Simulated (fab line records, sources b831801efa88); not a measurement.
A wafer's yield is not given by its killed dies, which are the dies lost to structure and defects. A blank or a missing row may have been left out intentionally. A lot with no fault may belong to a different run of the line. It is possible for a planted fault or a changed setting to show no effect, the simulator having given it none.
The tool behind it: which one? -- flow sky130 -- 13 lots, 39 wafers sampled, at 5 steps of a route of 708

== WHAT EACH GAUGE READ, for each wafer ==
SKY_SONOS_TUNNEL_OVL_MEAS_08. Usual: SONOS_TUNNEL_OVL typically reads 0.3 nm, with standard deviation 1.4.
lot,measured,on,SONOS_TUNNEL_OVL (nm),flag
L856,day 11 11:57,overlay-01,2.9 1.5 1.8,
L857,day 11 12:57,overlay-02,-0.3 -0.5 -0.6,
L858,day 11 20:40,overlay-02,-0.5 0.4 0.2,
L860,day 12 19:21,overlay-02,0.4 -0.8 -1.0,
L861,day 13 00:46,overlay-02,-0.4 -0.4 -0.4,
L862,day 13 10:21,overlay-01,1.1 2.9 2.3,
L863,day 13 16:50,overlay-02,0.2 -0.2 -0.5,
L866,day 14 16:46,overlay-02,0.7 -0.8 1.0,
L867,day 15 01:31,overlay-02,0.7 -0.8 -0.5,
L868,day 15 06:59,overlay-01,1.3 1.1 0.8,
L870,day 15 20:07,overlay-02,-3.2 -2.6 -1.8,
L871,day 16 07:26,overlay-02,1.0 2.6 1.5,
L875,day 17 18:14,overlay-01,1.6 0.3 0.1,

SKY_SONOS_ONO_THK_MEAS_03. Usual: SONOS_ONO_CVD_02_THK typically reads 10.52 nm, with standard deviation 0.12.
lot,measured,on,SONOS_ONO_CVD_02_THK (nm),flag
L856,day 11 16:06,film-metro-01,10.58 10.59 10.64,
L857,day 11 16:08,film-metro-02,10.77 10.72 10.66,
L858,day 12 01:01,film-metro-02,10.49 10.53 10.63,
L860,day 13 02:02,film-metro-02,10.54 10.51 10.40,
L861,day 13 05:39,film-metro-02,10.48 10.55 10.50,
L862,day 13 15:56,film-metro-04,10.44 10.48 10.45,
L863,day 14 00:56,film-metro-01,10.41 10.55 10.60,
L866,day 14 20:38,film-metro-02,10.60 10.52 10.43,
L867,day 15 07:52,film-metro-01,10.46 10.51 10.48,
L868,day 15 11:01,film-metro-02,10.58 10.34 10.29,
L870,day 15 23:59,film-metro-01,10.55 10.40 10.39,
L871,day 16 12:05,film-metro-02,10.56 10.67 10.58,
L875,day 17 22:54,film-metro-04,11.56 11.78 11.70,OFF

SKY_SONOS_ONO_CD_MEAS_13: target cd 410 nm. Usual: cd-nm at 410.0 nm, with a standard deviation of 2.2.
lot,measured,on,cd-nm (nm),flag
L856,day 12 17:25,cd-sem-02,412.1 412.2 415.0,
L857,day 12 18:23,cd-sem-02,412.0 408.9 409.2,
L858,day 13 02:34,cd-sem-01,413.7 414.4 413.1,
L860,day 14 04:20,cd-sem-01,409.5 409.8 410.2,
L861,day 14 08:12,cd-sem-01,407.5 408.1 405.2,
L862,day 14 19:13,cd-sem-02,410.3 409.4 414.0,
L863,day 15 04:37,cd-sem-02,407.8 408.1 407.8,
L866,day 16 00:14,cd-sem-01,407.1 409.0 409.3,
L867,day 16 12:04,cd-sem-01,408.9 410.7 409.7,
L868,day 16 15:53,cd-sem-01,411.3 409.9 407.9,
L870,day 17 05:34,cd-sem-01,411.5 412.3 410.5,
L871,day 17 17:49,cd-sem-02,409.1 408.4 409.6,
L875,day 19 06:26,cd-sem-02,411.5 410.6 411.8,

SKY_SONOS_ONO_OVL_MEAS_14. Usual: SONOS_ONO_OVL typically reads 0.6 nm, with standard deviation 1.1.
lot,measured,on,SONOS_ONO_OVL (nm),flag
L856,day 12 17:32,overlay-02,1.2 0.2 -0.9,
L857,day 12 18:29,overlay-01,0.7 2.1 1.1,
L858,day 13 02:40,overlay-02,2.4 0.0 1.9,
L860,day 14 04:27,overlay-02,1.1 0.4 0.5,
L861,day 14 08:18,overlay-01,1.9 1.8 2.1,
L862,day 14 19:18,overlay-01,1.2 1.3 2.3,
L863,day 15 04:44,overlay-02,-1.4 -0.6 -0.9,
L866,day 16 00:20,overlay-02,1.7 1.8 0.4,
L867,day 16 12:09,overlay-02,0.2 -2.0 -0.8,
L868,day 16 16:00,overlay-02,0.9 2.4 1.6,
L870,day 17 05:39,overlay-01,1.2 0.6 -0.2,
L871,day 17 17:56,overlay-02,-0.3 0.5 0.8,
L875,day 19 06:32,overlay-02,-0.1 -0.4 0.4,

== WHAT TOOL EACH LOT RAN ON (gives the tool, then ch and the chambers of the sampled wafers, and finally the start) ==
lot,SKY_SONOS_ONO_CVD_02
L856,"lpcvd-02 ch 0, day 11 15:03"
L857,"lpcvd-02 ch 1, day 11 15:03"
L858,"lpcvd-02 ch 1, day 11 23:56"
L860,"lpcvd-02 ch 1, day 13 00:28"
L861,"lpcvd-02 ch 0, day 13 04:35"
L862,"lpcvd-02 ch 0, day 13 14:52"
L863,"lpcvd-02 ch 1, day 13 23:53"
L866,"lpcvd-02 ch 1, day 14 19:35"
L867,"lpcvd-02 ch 1, day 15 06:48"
L868,"lpcvd-02 ch 1, day 15 09:58"
L870,"lpcvd-02 ch 1, day 15 22:55"
L871,"lpcvd-02 ch 0, day 16 11:02"
L875,"lpcvd-02 ch 0, day 17 21:50"
- SKY_SONOS_ONO_CVD_02: deposits Si3N4 from DCS/NH3, target thk 10.5 nm, time 180 s.

== WHAT THE TOOLS THEMSELVES READ (means of the sampled wafers that have a number; where no wafer has one, the mark that the record gives instead) ==
The record holds no such reading with a usual standard deviation.

== THE ANSWER, worked out from the rows above alone ==
Rule: a lot counts as off when the mean over its wafers that have a number is more than 3 standard deviations away from the usual mean. Also off: a lot with no number at a reading for which 4 or more lots have one. Any other lot the step has rows for is counted as sound. The gauges are gone through in route order, then the tools' own readings, and for those a lot's mean is taken as printed above. At the first step where some lot is off, the reading lying furthest off is the one used; lots without a number count as furthest.
Off: at SKY_SONOS_ONO_THK_MEAS_03 (SONOS_ONO_CVD_02_THK), L875.
If a tool, at a process step before that reading, ran all the lots that are off and no sound lot after the first of them, it fits. Those tools and the gauges at SKY_SONOS_ONO_THK_MEAS_03 are tried in the same way. This does not decide it: 2 tools fit, namely lpcvd-02 at SKY_SONOS_ONO_CVD_02 and film-metro-04 at SKY_SONOS_ONO_THK_MEAS_03.

== WHAT HAD BEEN PUT IN BY THE SIMULATOR ==
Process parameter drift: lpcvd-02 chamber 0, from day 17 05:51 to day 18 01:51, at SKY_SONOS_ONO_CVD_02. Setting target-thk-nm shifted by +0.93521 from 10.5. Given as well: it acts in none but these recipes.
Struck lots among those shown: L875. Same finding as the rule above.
